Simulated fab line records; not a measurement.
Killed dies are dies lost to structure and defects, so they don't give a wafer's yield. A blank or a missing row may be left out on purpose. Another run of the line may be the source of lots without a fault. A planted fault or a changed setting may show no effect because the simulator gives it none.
Matching of chambers || flow sky130 || SKY_VIA1_CMP_24 on cmp-02: 4 sister chambers
The step polishes, stops on SiO2, t overpolish 15 s, target thk 0 nm. 8 wafers are shown with their chamber, then 8 later ones without.

## WAFERS PAIRED WITH THEIR CHAMBERS
{"wafer": "L082.4", "chamber": 0, "motorCurrentA (A)": 10.4, "overpolishRunS (s)": 15.000}
{"wafer": "L090.4", "chamber": 1, "motorCurrentA (A)": 12.4, "overpolishRunS (s)": 15.006}
{"wafer": "L090.5", "chamber": 3, "motorCurrentA (A)": 11.1, "overpolishRunS (s)": 15.011}
{"wafer": "L090.6", "chamber": 2, "motorCurrentA (A)": 13.2, "overpolishRunS (s)": 14.992}
{"wafer": "L093.2", "chamber": 2, "motorCurrentA (A)": 13.4, "overpolishRunS (s)": 15.005}
{"wafer": "L093.3", "chamber": 0, "motorCurrentA (A)": 9.9, "overpolishRunS (s)": 15.000}
{"wafer": "L093.4", "chamber": 1, "motorCurrentA (A)": 11.6, "overpolishRunS (s)": 15.002}
{"wafer": "L096.1", "chamber": 3, "motorCurrentA (A)": 12.2, "overpolishRunS (s)": 14.996}

## WAFERS WITHOUT THEIR CHAMBER
{"wafer": "L096.4", "motorCurrentA (A)": 13.1, "overpolishRunS (s)": 14.999}
{"wafer": "L096.5", "motorCurrentA (A)": 12.1, "overpolishRunS (s)": 15.006}
{"wafer": "L095.1", "motorCurrentA (A)": 13.1, "overpolishRunS (s)": 14.991}
{"wafer": "L095.5", "motorCurrentA (A)": 10.1, "overpolishRunS (s)": 15.003}
{"wafer": "L095.6", "motorCurrentA (A)": 12.0, "overpolishRunS (s)": 15.002}
{"wafer": "L097.1", "motorCurrentA (A)": 12.0, "overpolishRunS (s)": 14.992}
{"wafer": "L097.2", "motorCurrentA (A)": 12.7, "overpolishRunS (s)": 14.999}
{"wafer": "L097.5", "motorCurrentA (A)": 9.7, "overpolishRunS (s)": 15.003}

## WHICH CHAMBER EACH ONE RAN IN
{"wafer": "L096.4", "from the rows above": "can't be placed: 2 or 1", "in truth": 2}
{"wafer": "L096.5", "from the rows above": "can't be placed: 1 or 3", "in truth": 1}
{"wafer": "L095.1", "from the rows above": "can't be placed: 2 or 1", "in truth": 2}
{"wafer": "L095.5", "from the rows above": 0, "in truth": 0}
{"wafer": "L095.6", "from the rows above": "can't be placed: 1 or 3", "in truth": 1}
{"wafer": "L097.1", "from the rows above": "can't be placed: 1 or 3 or 2", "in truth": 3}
{"wafer": "L097.2", "from the rows above": "can't be placed: 2 or 1 or 3", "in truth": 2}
{"wafer": "L097.5", "from the rows above": 0, "in truth": 0}
Correctly placed: 2 of 8. From these rows, 6 cannot be placed; in 6 the true chamber is one of the candidates. Placed wrongly: 0.
How it was worked out, from the rows above alone: a wafer's distance from a chamber is the root of the sum, over the readings, of the square of ((its reading less the chamber's mean) divided by the reading's scatter). The wafer belongs to the nearest chamber; if the next one is less than 2 further off, it can't be placed. A chamber's mean is the mean of its shown wafers. The scatter is the square root of a quotient: the sum, over the shown wafers, of each reading's squared deviation from its chamber's mean, divided by wafers minus chambers.
